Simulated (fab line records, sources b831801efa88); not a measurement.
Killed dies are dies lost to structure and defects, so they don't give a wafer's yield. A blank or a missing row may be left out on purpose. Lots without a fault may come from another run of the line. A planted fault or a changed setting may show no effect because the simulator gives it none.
Problem report in the 8D (eight disciplines) form, filled by code | flow sky130 | the parts of the form that need people (team, actions taken, sign-off) are left out

1. THE PROBLEM
rotation_deg at SKY_LDD_N_IMPLANT_13 reads a mean of 283.450 degrees on 6 wafers of 2 lots; wafers without a fault read 90.000 degrees with a standard deviation of 0.026. That is +99 or more standard deviations from the usual mean.
First seen on wafer L355.1, day 24 01:46, on implanter-02. The record holds 18 wafers of 6 lots with a number at this step. Rule for "out", or "out of limits": more than 4 standard deviations from the usual mean. The other wafers with a number count as sound.

2. WHAT IT IS AND WHAT IT IS NOT
question                    | is                     | is not
which readings at this step | rotation_deg           | -
which lots                  | L355, L357             | L342, L345, L350, L361
which wafers of those lots  | all that have a number | -
read on which tools         | implanter-02           | implanter-01, implanter-04
when                        | from day 24 01:46      | up to then (9 sound wafers); but 3 sound wafers of L361 came after

3. SUSPECTS, AND WHAT RULES EACH OUT
Counting: a tool at a process step up to the reading stays a suspect if it ran every lot that is out and no sound lot after the first of them.
- implanter-02 at SKY_LDD_N_IMPLANT_13: kept. It ran every lot that is out, first L355 (day 24 01:46), and no sound lot after that; its last sound lot up to then is L350 (day 22 03:52). Its own readings are out on those wafers: rotation_deg.
Left after counting: implanter-02 at SKY_LDD_N_IMPLANT_13.

4. THE CAUSE (what the simulator had put in)
Process parameter drift: implanter-02, from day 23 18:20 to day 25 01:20, at SKY_LDD_N_IMPLANT_13. Setting rotation_deg, moved by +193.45, from 90. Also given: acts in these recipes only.
Counting left only this tool.

5. THE CHAIN OF EFFECTS, in route order
Each row: a reading whose mean over the struck wafers that have a number lies more than 3 standard deviations from the usual. Only readings for which the record gives a usual standard deviation are gone through. hours: the time from each lot's start at the first step in this table that gives one to its start at this step, as a median over the lots. sigmas: the change in usual standard deviations.
hours | step                 | reading      | usual          | on struck wafers | change   | sigmas
0     | SKY_LDD_N_IMPLANT_13 | rotation_deg | 90.000 degrees | 283.450          | +193.450 | +99 or more
The process steps in it:
- SKY_LDD_N_IMPLANT_13

6. WHAT WOULD HAVE CAUGHT IT SOONER
In this record the first reading out of limits was taken at day 24 01:46, 7 hours after the fault began at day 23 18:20.
